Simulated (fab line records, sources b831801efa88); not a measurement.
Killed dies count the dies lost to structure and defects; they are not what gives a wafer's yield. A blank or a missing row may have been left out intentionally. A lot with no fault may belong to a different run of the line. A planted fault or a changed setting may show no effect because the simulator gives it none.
fab line records / flow sky130
[record] lots = 13 wafers = 39 last_day = 50
route steps=708 shown FIELD_ISO@31 POLY_GATE@229 LDD_N@254 LDD_P@263
lots that met no fault: taken from a fault-free run of the same line
start_h: the number of hours between the record's first day and the start of the first shown wafer of the lot / wait_h: hours since the lot's step before / " identical to the entry in the row above / L1.1+2: several wafers, shown together as one row / - either no value or no given start / * or withheld: withheld / < > ~ a bound
route shown NAME@n: NAME is a module with steps in the file, n the number in the route of the first one / usual: the fault-free wafers' mean and standard deviation / same: alike in all rows / chamber/n: place in a boat / sites: per-site readings / _std_site: standard deviation across them / _edge_site: inner sites' mean taken away from outer sites' mean / radius_mm: how far each site lies from the wafer's centre / mask NAME#n: copy n / behind: the most recent tool/chamber to have shaped the wafer / hold: the reason the lot was held/the length of the hold in hours/how it ended / device: the n, p or np transistor that did not switch / end of line: the tests these same wafers got at the end of their route / a step with no rows: only its recipe / killed: count of dies lost to structure and defects at first sort (not the wafer's yield) / map: a wafer's dies, x killed, . not, _ none there
set.NAME: the setting that was run; set.NAME@STEP: the one run at that earlier step / model.NAME: the simulator's own value behind a step, which no gauge read
a sample of lots followed through the steps of the route, with each step as a table and each wafer as a row
services: a tool's chamber out of use, with start hour (start_h, from the record's first day; less than 0 if before it), hours out, and reason
[[steps]]
[step SKY_FIELD_ISO_WET_ETCH_30]
[recipe] chemistry = dHF target_depth_nm = 25 target = SiO2 dilution = 10:1 temp_c = 25 time_s = 50
[usual] run_length_s = 78/3.4
lot.wafer=L398.2 tool=wet_bench-02 chamber=2 start_h=34.52 wait_h=0.0 run_length_s=76
lot.wafer=L398.3 tool=wet_bench-02 chamber=2 start_h=34.52 wait_h=0.0 run_length_s=76
lot.wafer=L398.4 tool=wet_bench-02 chamber=2 start_h=34.52 wait_h=0.0 run_length_s=76
lot.wafer=L399.1 tool=wet_bench-02 chamber=0 start_h=38.63 wait_h=0.0 run_length_s=77
lot.wafer=L399.5 tool=wet_bench-02 chamber=0 start_h=38.63 wait_h=0.0 run_length_s=77
lot.wafer=L399.6 tool=wet_bench-02 chamber=0 start_h=38.63 wait_h=0.0 run_length_s=77
lot.wafer=L401.2 tool=wet_bench-03 chamber=0 start_h=49.08 wait_h=0.0 run_length_s=83
lot.wafer=L401.4 tool=wet_bench-03 chamber=0 start_h=49.08 wait_h=0.0 run_length_s=83
lot.wafer=L401.5 tool=wet_bench-03 chamber=0 start_h=49.08 wait_h=0.0 run_length_s=83
lot.wafer=L402.1 tool=wet_bench-04 chamber=2 start_h=55.81 wait_h=0.0 run_length_s=75
lot.wafer=L402.3 tool=wet_bench-04 chamber=2 start_h=55.81 wait_h=0.0 run_length_s=75
lot.wafer=L402.4 tool=wet_bench-04 chamber=2 start_h=55.81 wait_h=0.0 run_length_s=75
lot.wafer=L403.3 tool=wet_bench-02 chamber=3 start_h=61.31 wait_h=0.0 run_length_s=76
lot.wafer=L403.4 tool=wet_bench-02 chamber=3 start_h=61.31 wait_h=0.0 run_length_s=76
lot.wafer=L403.5 tool=wet_bench-02 chamber=3 start_h=61.31 wait_h=0.0 run_length_s=76
lot.wafer=L404.3 tool=wet_bench-03 chamber=1 start_h=71.08 wait_h=0.0 run_length_s=77
lot.wafer=L404.5 tool=wet_bench-03 chamber=1 start_h=71.08 wait_h=0.0 run_length_s=77
lot.wafer=L404.6 tool=wet_bench-03 chamber=1 start_h=71.08 wait_h=0.0 run_length_s=77
lot.wafer=L406.3 tool=wet_bench-04 chamber=2 start_h=75.46 wait_h=0.0 run_length_s=74
lot.wafer=L406.5 tool=wet_bench-04 chamber=2 start_h=75.46 wait_h=0.0 run_length_s=74
lot.wafer=L406.6 tool=wet_bench-04 chamber=2 start_h=75.46 wait_h=0.0 run_length_s=74
lot.wafer=L405.1 tool=wet_bench-04 chamber=2 start_h=75.76 wait_h=0.0 run_length_s=74
lot.wafer=L405.4 tool=wet_bench-04 chamber=2 start_h=75.76 wait_h=0.0 run_length_s=74
lot.wafer=L405.5 tool=wet_bench-04 chamber=2 start_h=75.76 wait_h=0.0 run_length_s=74
lot.wafer=L413.1 tool=wet_bench-04 chamber=1 start_h=113.03 wait_h=0.0 run_length_s=69
lot.wafer=L413.2 tool=wet_bench-04 chamber=1 start_h=113.03 wait_h=0.0 run_length_s=69
lot.wafer=L413.5 tool=wet_bench-04 chamber=1 start_h=113.03 wait_h=0.0 run_length_s=69
lot.wafer=L414.2 tool=wet_bench-04 chamber=1 start_h=115.90 wait_h=0.0 run_length_s=68
lot.wafer=L414.3 tool=wet_bench-04 chamber=1 start_h=115.90 wait_h=0.0 run_length_s=68
lot.wafer=L414.4 tool=wet_bench-04 chamber=1 start_h=115.90 wait_h=0.0 run_length_s=68
lot.wafer=L417.1 tool=wet_bench-03 chamber=0 start_h=136.39 wait_h=0.0 run_length_s=76
lot.wafer=L417.5 tool=wet_bench-03 chamber=0 start_h=136.39 wait_h=0.0 run_length_s=76
lot.wafer=L417.6 tool=wet_bench-03 chamber=0 start_h=136.39 wait_h=0.0 run_length_s=76
lot.wafer=L420.3 tool=wet_bench-03 chamber=0 start_h=149.98 wait_h=0.0 run_length_s=83
lot.wafer=L420.4 tool=wet_bench-03 chamber=0 start_h=149.98 wait_h=0.0 run_length_s=83
lot.wafer=L420.5 tool=wet_bench-03 chamber=0 start_h=149.98 wait_h=0.0 run_length_s=83
lot.wafer=L421.1 tool=wet_bench-03 chamber=3 start_h=155.81 wait_h=0.0 run_length_s=75
lot.wafer=L421.3 tool=wet_bench-03 chamber=3 start_h=155.81 wait_h=0.0 run_length_s=75
lot.wafer=L421.5 tool=wet_bench-03 chamber=3 start_h=155.81 wait_h=0.0 run_length_s=75
[step SKY_POLY_GATE_ETCH_15]
[recipe] chemistry = N2/H2 target = BARC ion_energy_ev = 200 source_w = 500 bias_w = 100 pressure_mtorr = 30 n2_flow_sccm = 100 h2_flow_sccm = 200 stop_on = SiO2 time_s = 118.5 target_depth_a = 1100
[usual] chamber_pressure_mTorr = 30.001/0.027 drypump_motor_current_A = 5.7/0.48 oes_product_au = 0.716/0.0045 run_length_s = 146.7/0.37 throttle_valve_pct = 13.212/0.0093
lot.wafer=L398.2 tool=rie_diel-01 chamber=3 start_h=376.59 wait_h=0.0 chamber_pressure_mTorr=30.028 drypump_motor_current_A=5.3 oes_product_au=0.716 rf_hours_counter_h=77 run_length_s=146.1 throttle_valve_pct=13.218
lot.wafer=L398.3 tool=rie_diel-01 chamber=1 start_h=376.59 wait_h=0.0 chamber_pressure_mTorr=29.972 drypump_motor_current_A=5.7 oes_product_au=0.716 rf_hours_counter_h=12 run_length_s=146.6 throttle_valve_pct=13.200
lot.wafer=L398.4 tool=rie_diel-01 chamber=2 start_h=376.59 wait_h=0.0 chamber_pressure_mTorr=30.002 drypump_motor_current_A=5.9 oes_product_au=0.716 rf_hours_counter_h=7 run_length_s=146.5 throttle_valve_pct=13.199
lot.wafer=L399.1 tool=rie_diel-04 chamber=0 start_h=376.77 wait_h=0.0 chamber_pressure_mTorr=30.001 drypump_motor_current_A=5.0 oes_product_au=0.712 rf_hours_counter_h=87 run_length_s=146.7 throttle_valve_pct=13.212
lot.wafer=L399.5 tool=rie_diel-04 chamber=2 start_h=376.77 wait_h=0.0 chamber_pressure_mTorr=30.031 drypump_motor_current_A=6.3 oes_product_au=0.718 rf_hours_counter_h=- run_length_s=147.0 throttle_valve_pct=13.219
lot.wafer=L399.6 tool=rie_diel-04 chamber=3 start_h=376.77 wait_h=0.0 chamber_pressure_mTorr=29.993 drypump_motor_current_A=6.1 oes_product_au=0.719 rf_hours_counter_h=- run_length_s=146.1 throttle_valve_pct=13.204
lot.wafer=L401.2 tool=rie_diel-04 chamber=0 start_h=395.44 wait_h=0.0 chamber_pressure_mTorr=29.946 drypump_motor_current_A=5.0 oes_product_au=0.716 rf_hours_counter_h=87 run_length_s=146.5 throttle_valve_pct=13.208
lot.wafer=L401.4 tool=rie_diel-04 chamber=1 start_h=395.44 wait_h=0.0 chamber_pressure_mTorr=29.980 drypump_motor_current_A=6.3 oes_product_au=0.710 rf_hours_counter_h=2 run_length_s=146.8 throttle_valve_pct=13.204
lot.wafer=L401.5 tool=rie_diel-04 chamber=0 start_h=395.44 wait_h=0.0 chamber_pressure_mTorr=29.966 drypump_motor_current_A=5.0 oes_product_au=0.713 rf_hours_counter_h=- run_length_s=146.6 throttle_valve_pct=13.212
lot.wafer=L402.1 tool=rie_diel-04 chamber=2 start_h=404.89 wait_h=0.0 chamber_pressure_mTorr=30.039 drypump_motor_current_A=6.4 oes_product_au=0.723 rf_hours_counter_h=1 run_length_s=147.1 throttle_valve_pct=13.218
lot.wafer=L402.3 tool=rie_diel-04 chamber=1 start_h=404.89 wait_h=0.0 chamber_pressure_mTorr=30.003 drypump_motor_current_A=6.3 oes_product_au=0.712 rf_hours_counter_h=2 run_length_s=146.8 throttle_valve_pct=13.212
lot.wafer=L402.4 tool=rie_diel-04 chamber=0 start_h=404.89 wait_h=0.0 chamber_pressure_mTorr=30.045 drypump_motor_current_A=5.0 oes_product_au=0.714 rf_hours_counter_h=87 run_length_s=146.8 throttle_valve_pct=13.206
lot.wafer=L403.3 tool=rie_diel-02 chamber=0 start_h=407.24 wait_h=0.0 chamber_pressure_mTorr=29.909 drypump_motor_current_A=5.9 oes_product_au=0.718 rf_hours_counter_h=11 run_length_s=146.9 throttle_valve_pct=13.221
lot.wafer=L403.4 tool=rie_diel-02 chamber=3 start_h=407.24 wait_h=0.0 chamber_pressure_mTorr=29.971 drypump_motor_current_A=4.8 oes_product_au=0.702 rf_hours_counter_h=98 run_length_s=146.5 throttle_valve_pct=13.200
lot.wafer=L403.5 tool=rie_diel-02 chamber=2 start_h=407.24 wait_h=0.0 chamber_pressure_mTorr=29.971 drypump_motor_current_A=6.4 oes_product_au=0.723 rf_hours_counter_h=- run_length_s=146.8 throttle_valve_pct=13.211
lot.wafer=L404.3 tool=rie_diel-02 chamber=3 start_h=432.62 wait_h=0.0 chamber_pressure_mTorr=30.031 drypump_motor_current_A=4.9 oes_product_au=0.720 rf_hours_counter_h=99 run_length_s=146.2 throttle_valve_pct=13.215
lot.wafer=L404.5 tool=rie_diel-02 chamber=0 start_h=432.62 wait_h=0.0 chamber_pressure_mTorr=30.053 drypump_motor_current_A=5.9 oes_product_au=0.710 rf_hours_counter_h=- run_length_s=147.0 throttle_valve_pct=13.221
lot.wafer=L404.6 tool=rie_diel-02 chamber=1 start_h=432.62 wait_h=0.0 chamber_pressure_mTorr=30.003 drypump_motor_current_A=6.1 oes_product_au=0.717 rf_hours_counter_h=- run_length_s=147.5 throttle_valve_pct=13.231
lot.wafer=L406.3 tool=rie_diel-02 chamber=3 start_h=435.82 wait_h=0.0 chamber_pressure_mTorr=29.956 drypump_motor_current_A=4.9 oes_product_au=0.712 rf_hours_counter_h=99 run_length_s=146.0 throttle_valve_pct=13.228
lot.wafer=L406.5 tool=rie_diel-02 chamber=0 start_h=435.82 wait_h=0.0 chamber_pressure_mTorr=30.032 drypump_motor_current_A=5.9 oes_product_au=0.717 rf_hours_counter_h=- run_length_s=146.6 throttle_valve_pct=13.201
lot.wafer=L406.6 tool=rie_diel-02 chamber=3 start_h=435.82 wait_h=0.0 chamber_pressure_mTorr=30.014 drypump_motor_current_A=4.9 oes_product_au=0.714 rf_hours_counter_h=- run_length_s=146.5 throttle_valve_pct=13.214
lot.wafer=L405.1 tool=rie_diel-02 chamber=0 start_h=438.99 wait_h=0.0 chamber_pressure_mTorr=29.975 drypump_motor_current_A=5.8 oes_product_au=0.710 rf_hours_counter_h=12 run_length_s=146.6 throttle_valve_pct=13.225
lot.wafer=L405.4 tool=rie_diel-02 chamber=2 start_h=438.99 wait_h=0.0 chamber_pressure_mTorr=30.019 drypump_motor_current_A=6.3 oes_product_au=0.713 rf_hours_counter_h=64 run_length_s=146.8 throttle_valve_pct=13.204
lot.wafer=L405.5 tool=rie_diel-02 chamber=2 start_h=438.99 wait_h=0.0 chamber_pressure_mTorr=29.969 drypump_motor_current_A=6.4 oes_product_au=0.719 rf_hours_counter_h=- run_length_s=147.3 throttle_valve_pct=13.232
lot.wafer=L413.1 tool=rie_diel-01 chamber=3 start_h=500.34 wait_h=0.0 chamber_pressure_mTorr=30.035 drypump_motor_current_A=5.3 oes_product_au=0.710 rf_hours_counter_h=80 run_length_s=146.1 throttle_valve_pct=13.225
lot.wafer=L413.2 tool=rie_diel-01 chamber=2 start_h=500.34 wait_h=0.0 chamber_pressure_mTorr=29.978 drypump_motor_current_A=5.9 oes_product_au=0.718 rf_hours_counter_h=10 run_length_s=146.5 throttle_valve_pct=13.205
lot.wafer=L413.5 tool=rie_diel-01 chamber=0 start_h=500.34 wait_h=0.0 chamber_pressure_mTorr=29.999 drypump_motor_current_A=5.4 oes_product_au=0.721 rf_hours_counter_h=- run_length_s=147.1 throttle_valve_pct=13.206
lot.wafer=L414.2 tool=rie_diel-01 chamber=1 start_h=517.39 wait_h=0.0 chamber_pressure_mTorr=29.996 drypump_motor_current_A=5.6 oes_product_au=0.716 rf_hours_counter_h=15 run_length_s=147.2 throttle_valve_pct=13.217
lot.wafer=L414.3 tool=rie_diel-01 chamber=2 start_h=517.39 wait_h=0.0 chamber_pressure_mTorr=30.038 drypump_motor_current_A=5.8 oes_product_au=0.713 rf_hours_counter_h=10 run_length_s=146.6 throttle_valve_pct=13.219
lot.wafer=L414.4 tool=rie_diel-01 chamber=3 start_h=517.39 wait_h=0.0 chamber_pressure_mTorr=30.000 drypump_motor_current_A=5.3 oes_product_au=0.714 rf_hours_counter_h=80 run_length_s=146.4 throttle_valve_pct=13.215
lot.wafer=L417.1 tool=rie_diel-01 chamber=1 start_h=551.57 wait_h=0.0 chamber_pressure_mTorr=30.003 drypump_motor_current_A=5.6 oes_product_au=0.714 rf_hours_counter_h=15 run_length_s=147.4 throttle_valve_pct=13.190
lot.wafer=L417.5 tool=rie_diel-01 chamber=0 start_h=551.57 wait_h=0.0 chamber_pressure_mTorr=29.992 drypump_motor_current_A=5.4 oes_product_au=0.714 rf_hours_counter_h=- run_length_s=146.8 throttle_valve_pct=13.220
lot.wafer=L417.6 tool=rie_diel-01 chamber=1 start_h=551.57 wait_h=0.0 chamber_pressure_mTorr=30.007 drypump_motor_current_A=5.6 oes_product_au=0.718 rf_hours_counter_h=- run_length_s=146.8 throttle_valve_pct=13.221
lot.wafer=L420.3 tool=rie_diel-02 chamber=2 start_h=557.69 wait_h=0.0 chamber_pressure_mTorr=30.052 drypump_motor_current_A=6.4 oes_product_au=0.708 rf_hours_counter_h=66 run_length_s=146.8 throttle_valve_pct=13.214
lot.wafer=L420.4 tool=rie_diel-02 chamber=3 start_h=557.69 wait_h=0.0 chamber_pressure_mTorr=29.996 drypump_motor_current_A=4.9 oes_product_au=0.717 rf_hours_counter_h=1 run_length_s=146.1 throttle_valve_pct=13.222
lot.wafer=L420.5 tool=rie_diel-02 chamber=1 start_h=557.69 wait_h=0.0 chamber_pressure_mTorr=30.032 drypump_motor_current_A=6.2 oes_product_au=0.712 rf_hours_counter_h=- run_length_s=147.2 throttle_valve_pct=13.202
lot.wafer=L421.1 tool=rie_diel-04 chamber=2 start_h=584.04 wait_h=0.0 chamber_pressure_mTorr=29.998 drypump_motor_current_A=6.4 oes_product_au=0.717 rf_hours_counter_h=5 run_length_s=146.6 throttle_valve_pct=13.224
lot.wafer=L421.3 tool=rie_diel-04 chamber=0 start_h=584.04 wait_h=0.0 chamber_pressure_mTorr=30.008 drypump_motor_current_A=5.0 oes_product_au=0.712 rf_hours_counter_h=1 run_length_s=146.6 throttle_valve_pct=13.211
lot.wafer=L421.5 tool=rie_diel-04 chamber=0 start_h=584.04 wait_h=0.0 chamber_pressure_mTorr=29.983 drypump_motor_current_A=5.0 oes_product_au=0.719 rf_hours_counter_h=- run_length_s=146.4 throttle_valve_pct=13.207
[step SKY_LDD_N_TW_MEAS_17]
[usual] LDD_N_TW = 2586/25
lot.wafer=L398.2 tool=film_metro-01 chamber=- start_h=409.53 wait_h=0.1 LDD_N_TW=2553
lot.wafer=L398.3 tool=film_metro-01 chamber=- start_h=409.53 wait_h=0.1 LDD_N_TW=2550
lot.wafer=L398.4 tool=film_metro-01 chamber=- start_h=409.53 wait_h=0.1 LDD_N_TW=2553
lot.wafer=L399.1 tool=film_metro-02 chamber=- start_h=409.82 wait_h=0.1 LDD_N_TW=2629
lot.wafer=L399.5 tool=film_metro-02 chamber=- start_h=409.82 wait_h=0.1 LDD_N_TW=2616
lot.wafer=L399.6 tool=film_metro-02 chamber=- start_h=409.82 wait_h=0.1 LDD_N_TW=2622
lot.wafer=L401.2 tool=film_metro-02 chamber=- start_h=429.83 wait_h=0.1 LDD_N_TW=2629
lot.wafer=L401.4 tool=film_metro-02 chamber=- start_h=429.83 wait_h=0.1 LDD_N_TW=2615
lot.wafer=L401.5 tool=film_metro-02 chamber=- start_h=429.83 wait_h=0.1 LDD_N_TW=2632
lot.wafer=L402.1 tool=film_metro-01 chamber=- start_h=438.32 wait_h=0.1 LDD_N_TW=2557
lot.wafer=L402.3 tool=film_metro-01 chamber=- start_h=438.32 wait_h=0.1 LDD_N_TW=2547
lot.wafer=L402.4 tool=film_metro-01 chamber=- start_h=438.32 wait_h=0.1 LDD_N_TW=2558
lot.wafer=L403.3 tool=film_metro-02 chamber=- start_h=441.79 wait_h=0.1 LDD_N_TW=2606
lot.wafer=L403.4 tool=film_metro-02 chamber=- start_h=441.79 wait_h=0.1 LDD_N_TW=2599
lot.wafer=L403.5 tool=film_metro-02 chamber=- start_h=441.79 wait_h=0.1 LDD_N_TW=2601
lot.wafer=L404.3 tool=film_metro-02 chamber=- start_h=467.44 wait_h=0.1 LDD_N_TW=2604
lot.wafer=L404.5 tool=film_metro-02 chamber=- start_h=467.44 wait_h=0.1 LDD_N_TW=2604
lot.wafer=L404.6 tool=film_metro-02 chamber=- start_h=467.44 wait_h=0.1 LDD_N_TW=2611
lot.wafer=L406.3 tool=film_metro-03 chamber=- start_h=469.44 wait_h=0.1 LDD_N_TW=2600
lot.wafer=L406.5 tool=film_metro-03 chamber=- start_h=469.44 wait_h=0.1 LDD_N_TW=2600
lot.wafer=L406.6 tool=film_metro-03 chamber=- start_h=469.44 wait_h=0.1 LDD_N_TW=2585
lot.wafer=L405.1 tool=film_metro-01 chamber=- start_h=473.07 wait_h=0.1 LDD_N_TW=2561
lot.wafer=L405.4 tool=film_metro-01 chamber=- start_h=473.07 wait_h=0.1 LDD_N_TW=2562
lot.wafer=L405.5 tool=film_metro-01 chamber=- start_h=473.07 wait_h=0.1 LDD_N_TW=2558
lot.wafer=L413.1 tool=film_metro-02 chamber=- start_h=533.57 wait_h=0.1 LDD_N_TW=2618
lot.wafer=L413.2 tool=film_metro-02 chamber=- start_h=533.57 wait_h=0.1 LDD_N_TW=2596
lot.wafer=L413.5 tool=film_metro-02 chamber=- start_h=533.57 wait_h=0.1 LDD_N_TW=2621
lot.wafer=L414.2 tool=film_metro-02 chamber=- start_h=549.28 wait_h=0.1 LDD_N_TW=2612
lot.wafer=L414.3 tool=film_metro-02 chamber=- start_h=549.28 wait_h=0.1 LDD_N_TW=2605
lot.wafer=L414.4 tool=film_metro-02 chamber=- start_h=549.28 wait_h=0.1 LDD_N_TW=2603
lot.wafer=L417.1 tool=film_metro-03 chamber=- start_h=583.32 wait_h=0.1 LDD_N_TW=2601
lot.wafer=L417.5 tool=film_metro-03 chamber=- start_h=583.32 wait_h=0.1 LDD_N_TW=2587
lot.wafer=L417.6 tool=film_metro-03 chamber=- start_h=583.32 wait_h=0.1 LDD_N_TW=2590
lot.wafer=L420.3 tool=film_metro-03 chamber=- start_h=590.54 wait_h=0.1 LDD_N_TW=2589
lot.wafer=L420.4 tool=film_metro-03 chamber=- start_h=590.54 wait_h=0.1 LDD_N_TW=2599
lot.wafer=L420.5 tool=film_metro-03 chamber=- start_h=590.54 wait_h=0.1 LDD_N_TW=2584
lot.wafer=L421.1 tool=film_metro-02 chamber=- start_h=615.72 wait_h=0.1 LDD_N_TW=2627
lot.wafer=L421.3 tool=film_metro-02 chamber=- start_h=615.72 wait_h=0.1 LDD_N_TW=2603
lot.wafer=L421.5 tool=film_metro-02 chamber=- start_h=615.72 wait_h=0.1 LDD_N_TW=2617
[step SKY_LDD_P_OVL_MEAS_08]
[usual] LDD_P_OVL = 0.6/1.3
lot.wafer=L398.2 tool=overlay-01 chamber=- start_h=439.81 wait_h=0.1 LDD_P_OVL[nm]=0.4
lot.wafer=L398.3 tool=overlay-01 chamber=- start_h=439.81 wait_h=0.1 LDD_P_OVL[nm]=0.1
lot.wafer=L398.4 tool=overlay-01 chamber=- start_h=439.81 wait_h=0.1 LDD_P_OVL[nm]=-0.4
lot.wafer=L399.1 tool=overlay-01 chamber=- start_h=439.90 wait_h=0.1 LDD_P_OVL[nm]=0.8
lot.wafer=L399.5 tool=overlay-01 chamber=- start_h=439.90 wait_h=0.1 LDD_P_OVL[nm]=2.6
lot.wafer=L399.6 tool=overlay-01 chamber=- start_h=439.90 wait_h=0.1 LDD_P_OVL[nm]=2.9
lot.wafer=L401.2 tool=overlay-01 chamber=- start_h=461.19 wait_h=0.1 LDD_P_OVL[nm]=1.7
lot.wafer=L401.4 tool=overlay-01 chamber=- start_h=461.19 wait_h=0.1 LDD_P_OVL[nm]=0.2
lot.wafer=L401.5 tool=overlay-01 chamber=- start_h=461.19 wait_h=0.1 LDD_P_OVL[nm]=2.2
lot.wafer=L402.1 tool=overlay-02 chamber=- start_h=469.10 wait_h=0.1 LDD_P_OVL[nm]=0.8
lot.wafer=L402.3 tool=overlay-02 chamber=- start_h=469.10 wait_h=0.1 LDD_P_OVL[nm]=1.3
lot.wafer=L402.4 tool=overlay-02 chamber=- start_h=469.10 wait_h=0.1 LDD_P_OVL[nm]=1.2
lot.wafer=L403.3 tool=overlay-02 chamber=- start_h=472.71 wait_h=0.1 LDD_P_OVL[nm]=0.0
lot.wafer=L403.4 tool=overlay-02 chamber=- start_h=472.71 wait_h=0.1 LDD_P_OVL[nm]=0.7
lot.wafer=L403.5 tool=overlay-02 chamber=- start_h=472.71 wait_h=0.1 LDD_P_OVL[nm]=0.8
lot.wafer=L404.3 tool=overlay-02 chamber=- start_h=498.31 wait_h=0.1 LDD_P_OVL[nm]=2.6
lot.wafer=L404.5 tool=overlay-02 chamber=- start_h=498.31 wait_h=0.1 LDD_P_OVL[nm]=0.7
lot.wafer=L404.6 tool=overlay-02 chamber=- start_h=498.31 wait_h=0.1 LDD_P_OVL[nm]=2.2
lot.wafer=L406.3 tool=overlay-02 chamber=- start_h=500.05 wait_h=0.1 LDD_P_OVL[nm]=0.8
lot.wafer=L406.5 tool=overlay-02 chamber=- start_h=500.05 wait_h=0.1 LDD_P_OVL[nm]=1.5
lot.wafer=L406.6 tool=overlay-02 chamber=- start_h=500.05 wait_h=0.1 LDD_P_OVL[nm]=0.1
lot.wafer=L405.1 tool=overlay-02 chamber=- start_h=503.70 wait_h=0.1 LDD_P_OVL[nm]=-1.6
lot.wafer=L405.4 tool=overlay-02 chamber=- start_h=503.70 wait_h=0.1 LDD_P_OVL[nm]=1.7
lot.wafer=L405.5 tool=overlay-02 chamber=- start_h=503.70 wait_h=0.1 LDD_P_OVL[nm]=0.7
lot.wafer=L413.1 tool=overlay-01 chamber=- start_h=562.40 wait_h=0.1 LDD_P_OVL[nm]=1.6
lot.wafer=L413.2 tool=overlay-01 chamber=- start_h=562.40 wait_h=0.1 LDD_P_OVL[nm]=3.9
lot.wafer=L413.5 tool=overlay-01 chamber=- start_h=562.40 wait_h=0.1 LDD_P_OVL[nm]=2.6
lot.wafer=L414.2 tool=overlay-02 chamber=- start_h=579.16 wait_h=0.1 LDD_P_OVL[nm]=0.6
lot.wafer=L414.3 tool=overlay-02 chamber=- start_h=579.16 wait_h=0.1 LDD_P_OVL[nm]=2.5
lot.wafer=L414.4 tool=overlay-02 chamber=- start_h=579.16 wait_h=0.1 LDD_P_OVL[nm]=-0.1
lot.wafer=L417.1 tool=overlay-02 chamber=- start_h=611.90 wait_h=0.1 LDD_P_OVL[nm]=-1.5
lot.wafer=L417.5 tool=overlay-02 chamber=- start_h=611.90 wait_h=0.1 LDD_P_OVL[nm]=-1.6
lot.wafer=L417.6 tool=overlay-02 chamber=- start_h=611.90 wait_h=0.1 LDD_P_OVL[nm]=0.3
lot.wafer=L420.3 tool=overlay-01 chamber=- start_h=619.81 wait_h=0.1 LDD_P_OVL[nm]=-1.2
lot.wafer=L420.4 tool=overlay-01 chamber=- start_h=619.81 wait_h=0.1 LDD_P_OVL[nm]=3.7
lot.wafer=L420.5 tool=overlay-01 chamber=- start_h=619.81 wait_h=0.1 LDD_P_OVL[nm]=1.8
lot.wafer=L421.1 tool=overlay-01 chamber=- start_h=643.90 wait_h=0.1 LDD_P_OVL[nm]=2.5
lot.wafer=L421.3 tool=overlay-01 chamber=- start_h=643.90 wait_h=0.1 LDD_P_OVL[nm]=1.0
lot.wafer=L421.5 tool=overlay-01 chamber=- start_h=643.90 wait_h=0.1 LDD_P_OVL[nm]=0.0
[[services]]
tool=rie_diel-02 chamber=3 start_h=15.01 hours=11.1 kind=repair
tool=rie_diel-01 chamber=1 start_h=16.36 hours=3.6 kind=repair
tool=rie_diel-04 chamber=3 start_h=31.06 hours=16.6 kind=repair
tool=wet_bench-03 chamber=- start_h=36.38 hours=8.9 kind=repair
tool=rie_diel-01 chamber=1 start_h=57.62 hours=9.4 kind=repair
tool=rie_diel-04 chamber=2 start_h=83.82 hours=2.7 kind=repair
tool=rie_diel-02 chamber=- start_h=140.01 hours=28.1 kind=pm
tool=wet_bench-03 chamber=- start_h=179.36 hours=5.0 kind=repair
tool=rie_diel-01 chamber=0 start_h=180.83 hours=5.5 kind=repair
tool=rie_diel-02 chamber=2 start_h=193.13 hours=16.5 kind=repair
tool=rie_diel-04 chamber=0 start_h=203.53 hours=8.8 kind=repair
tool=rie_diel-01 chamber=0 start_h=215.81 hours=3.3 kind=repair
tool=rie_diel-01 chamber=0 start_h=276.28 hours=6.6 kind=repair
tool=rie_diel-01 chamber=2 start_h=298.59 hours=1.6 kind=repair
tool=wet_bench-03 chamber=- start_h=302.02 hours=46.5 kind=pm
tool=rie_diel-02 chamber=3 start_h=306.25 hours=2.9 kind=repair
tool=rie_diel-01 chamber=1 start_h=333.63 hours=6.5 kind=repair
tool=wet_bench-03 chamber=- start_h=348.50 hours=4.4 kind=pm
tool=rie_diel-02 chamber=2 start_h=368.11 hours=1.2 kind=repair
tool=rie_diel-02 chamber=- start_h=387.20 hours=2.8 kind=pm
tool=rie_diel-02 chamber=0 start_h=464.22 hours=7.0 kind=repair
tool=rie_diel-02 chamber=1 start_h=498.08 hours=2.9 kind=repair
tool=rie_diel-02 chamber=3 start_h=522.28 hours=8.3 kind=repair
tool=rie_diel-02 chamber=0 start_h=541.88 hours=8.6 kind=repair
[[key]]
[first_sign] step = SKY_FIELD_ISO_WET_ETCH_30 reading = run_length_s direction = down sigmas = 2.9 usual = * struck = *
effect none on later readings
met_at SKY_FIELD_ISO_WET_ETCH_30
struck_lots L413,L414
tester_left_out L413,L414
not_acting_at SKY_POLY_GATE_ETCH_15,SKY_LDD_N_TW_MEAS_17,SKY_LDD_P_OVL_MEAS_08
onset_between 75.76 113.03
[fault] kind = process_parameter_drift tool = wet_bench-04 chamber = - onset_h = 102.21 steps = SKY_FIELD_ISO_WET_ETCH_30 channel = time_s offset = * shape = step end_h = 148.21 acts_in = * stated = *
// tester_left_out: of these lots the tester's yield and bins aren't shown, on N5 and GAA mostly nor the transistor test; their killed dies are dies lost to structure and defects alone, not to doping, threshold or leakage, so they don't give the yield
